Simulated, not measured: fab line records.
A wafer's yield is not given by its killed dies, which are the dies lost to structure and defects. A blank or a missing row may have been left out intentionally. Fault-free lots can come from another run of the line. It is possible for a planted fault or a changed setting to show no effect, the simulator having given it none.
Problem report in the 8D (eight disciplines) form, filled by code    flow sky130    the parts of the form that need people (team, actions taken, sign-off) are left out

== 1. THE ISSUE ==
Wafers without a fault read 3.6, standard deviation 2.1; killed_at_M4_up at SKY_PAD_OPEN_PROBE_99 reads a mean of 42.7 on 6 wafers belonging to 2 lots. Relative to the usual mean, that is a shift of +19 standard deviations.
The first sign was on wafer L642.4 at day 50 00:05, on prober-02. The record holds 27 wafers of 9 lots with a number at this step. The rule behind "out" and "out of limits": a value lying over 4 standard deviations away from the usual mean. The other wafers with a number count as sound.

== 2. WHAT THIS IS AND IS NOT ==
question                     is                      is not
which readings at this step  killed_at_M4_up         killed_at_M0_to_M3, killedAtContacts, killedAtFrontEnd, killedAtOther
which lots                   L642, L643              L624, L628, L631, L632, L635, L638, L641
which wafers of those lots   all that have a number  -
read on which tools          prober-01, prober-02    -
when                         from day 50 00:05       up to then (21 sound wafers)

== 3. SUSPECTS, AND WHAT RULES EACH OUT ==
Counting: a tool at a process step up to the reading stays a suspect if it ran every lot that is out and no sound lot after the first of them.
- plasmaAsher-01 at SKY_VIA4_STRIP_13 (strips in O2/N2): kept. It ran every lot that is out, first L642 (day 47 11:31), and no sound lot after that; its last sound lot up to then is L641 (day 47 11:05).
- pvdSputter-04 at SKY_METAL5_SPUTTER_00 (material Ti, target thk 15 nm, time 10 s): kept. It ran every lot that is out, first L642 (day 47 14:29), and no sound lot after that; its last sound lot up to then is L638 (day 46 17:02).
The count leaves pvdSputter-04 at SKY_METAL5_SPUTTER_00 and plasmaAsher-01 at SKY_VIA4_STRIP_13.

== 4. THE CAUSE (what the simulator had put in) ==
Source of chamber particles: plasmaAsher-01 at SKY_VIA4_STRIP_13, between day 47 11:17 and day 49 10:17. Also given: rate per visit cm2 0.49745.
This tool is one of the 2 suspects left after counting.

== 5. THE EFFECT CHAIN, in route order ==
Each row: a reading where the mean over the struck wafers with a number is more than 3 standard deviations away from the usual. Only readings whose record carries a usual standard deviation are examined. hours: median over the lots of the time between each lot's start at the first step of this table that gives one and its start at this step. sigmas: the change, counted in usual standard deviations.
hours  step                   reading              usual   on struck wafers  change  sigmas
0      SKY_PAD_OPEN_PROBE_99  defectLimitedYield   82.4 %  75.7              -6.7    -3.7
0      SKY_PAD_OPEN_PROBE_99  killed_at_M4_up      3.6     42.7              +39.1   +19
0      SKY_PAD_OPEN_PROBE_99  killedDies           86      120               +34     +3.7
0      SKY_PAD_OPEN_PROBE_99  sort_bin_5_function  10.4 %  15.0              +4.6    +3.3
0      SKY_PAD_OPEN_PROBE_99  sortNPass            406     372               -34     -3.7
0      SKY_PAD_OPEN_PROBE_99  sortYieldPct         82.4 %  75.7              -6.7    -3.7
Here are the process steps it includes:
- SKY_PAD_OPEN_PROBE_99

== 6. WHAT WOULD HAVE CAUGHT IT SOONER ==
The fault began at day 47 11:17; the first out-of-limits reading in this record came at day 50 00:05, 61 hours later.
Of the tool readings at SKY_VIA4_STRIP_13 for which the record gives a usual standard deviation, none was out on any struck wafer, so an alarm limit of 4 standard deviations on them would not have fired.
All the lots that are out (2) had begun SKY_VIA4_STRIP_13 on plasmaAsher-01 by day 50 00:05. Tool hold at that time: it would have spared none of them.
